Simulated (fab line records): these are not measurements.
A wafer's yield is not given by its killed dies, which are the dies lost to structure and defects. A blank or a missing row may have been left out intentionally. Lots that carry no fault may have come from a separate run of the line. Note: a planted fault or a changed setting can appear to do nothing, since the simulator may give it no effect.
Which of the tools did it?    flow sky130    12 lots, 36 wafers sampled, at 2 steps of a route of 708

## WHAT THE GAUGES READ, wafer by wafer
SKY_LDD_P_OVL_MEAS_08.
lot   measured      on          LDD_P_OVL (nm)
L075  day 20 04:35  overlay-01  0.6 0.9 0.1
L077  day 20 04:03  overlay-02  1.1 1.7 1.6
L079  day 21 02:10  overlay-01  1.1 1.0 1.2
L081  day 21 10:36  overlay-02  -2.1 0.0 0.5
L083  day 22 00:54  overlay-02  1.9 1.8 2.2
L085  day 22 19:46  overlay-02  0.7 2.6 0.0
L087  day 23 09:22  overlay-01  0.7 0.8 0.9
L089  day 24 08:45  overlay-01  -2.2 -2.4 -2.9
L091  day 25 00:43  overlay-01  -0.2 2.1 2.8
L093  day 25 13:18  overlay-01  0.2 0.3 1.9
L095  day 27 05:02  overlay-02  0.0 0.2 -0.8
L097  day 27 09:46  overlay-02  1.2 0.5 -0.4

## WHAT TOOL EACH LOT RAN ON (gives the tool, then ch and the chambers of the sampled wafers, and finally the start)
lot   SKY_FIELD_ISO_CMP_27
L075  cmp-02 ch 0,1,2, day 2 18:35
L077  cmp-01 ch 0,2,3, day 3 00:59
L079  cmp-01 ch 0,2,3, day 3 13:25
L081  cmp-01 ch 1,2,3, day 3 23:18
L083  cmp-02 ch 1,2,3, day 4 08:56
L085  cmp-01 ch 2,3, day 4 18:59
L087  cmp-02 ch 0,2, day 5 05:47
L089  cmp-02 ch 0,3, day 5 17:23
L091  cmp-02 ch 0,3, day 6 03:11
L093  cmp-02 ch 0,1,3, day 6 12:04
L095  cmp-02 ch 0,1,2, day 7 11:51
L097  cmp-01 ch 0,1, day 7 21:37
- SKY_FIELD_ISO_CMP_27: polishes, stops on Si3N4, t overpolish 16 s, target thk 457.8 nm.

## THE ANSWER, worked out from the rows above alone
Rule: what is usual is taken from the lots themselves. Put in order of their means at a reading, lots are off if they are a third of the lots or fewer, leave a main group of 4 or more, and stand apart from it by a gap of 3 or more times the standard deviation of the main group's means; of several such gaps the widest counts. Not used: any main group whose means are identical at the precision the tables above print for the reading. Also off: a lot with no number at a reading for which 4 or more lots have one. All remaining lots with rows at the step are treated as sound.
No lot is off at any reading shown: from this, nothing can be told.

## WHAT WAS PUT IN BY THE SIMULATOR
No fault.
